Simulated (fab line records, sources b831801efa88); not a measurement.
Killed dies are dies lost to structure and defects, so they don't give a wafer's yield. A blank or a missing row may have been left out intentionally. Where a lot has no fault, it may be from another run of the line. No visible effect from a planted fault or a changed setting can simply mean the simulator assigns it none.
2 desks, one fault    flow sky130    each desk holds nothing but its own numbers, with what lay behind them at the end

== TOOL OWNER'S DESK, pvd-sputter-02 ==
The tool's own readings at SKY_METAL1_SPUTTER_04 (material TiN, target thk 70 nm, time 58.3 s): means of the sampled wafers that have a number, for each lot that ran on this tool. If a lot's mean is further than 4 standard deviations from the usual mean, the lot is out of limits and carries the mark OUT (the distance appears in the brackets).
Columns: A = throttle-valve-pct at SKY_METAL1_SPUTTER_04, usual 30.0 %
lot   first seen here  A
L173  day 31 05:17     30.0
L177  day 32 13:49     29.8
L185  day 35 05:17     29.8
L188  day 36 17:34     29.8
Finding of this desk: none of the 4 lots has anything out of limits.

== THE METROLOGY DESK ==
Means of the sampled wafers that have a number, per lot and without regard to the tool the lot ran on: this is what the gauges read. If a lot's mean is further than 4 standard deviations from the usual mean, the lot is out of limits and carries the mark OUT (the distance appears in the brackets).
Columns: A = METAL1_ALCU_RS at SKY_METAL1_RS_MEAS_05, usual 0.1263 ohm/sq; B = METAL1_ALCU_THK at SKY_METAL1_THK_MEAS_06, usual 248 nm
lot   first seen here  A       B
L173  day 31 05:21     0.1251  248
L176  day 32 01:26     0.1285  243
L177  day 32 13:55     0.1269  244
L184  day 35 00:46     0.1267  246
L185  day 35 05:22     0.1267  237
L187  day 36 16:57     0.1258  247
L188  day 36 17:38     0.1263  238
L189  day 36 23:24     0.1265  246
L190  day 36 23:49     0.1249  252
L192  day 37 18:53     0.1248  250
L196  day 38 19:55     0.1225  256
Finding of this desk: none of the 11 lots has anything out of limits.

== TAKEN TOGETHER ==
Nothing out of limits was seen by the tool owner's desk.
Nothing out of limits was seen by the metrology desk.

== WHAT THE SIMULATOR HAD INSERTED ==
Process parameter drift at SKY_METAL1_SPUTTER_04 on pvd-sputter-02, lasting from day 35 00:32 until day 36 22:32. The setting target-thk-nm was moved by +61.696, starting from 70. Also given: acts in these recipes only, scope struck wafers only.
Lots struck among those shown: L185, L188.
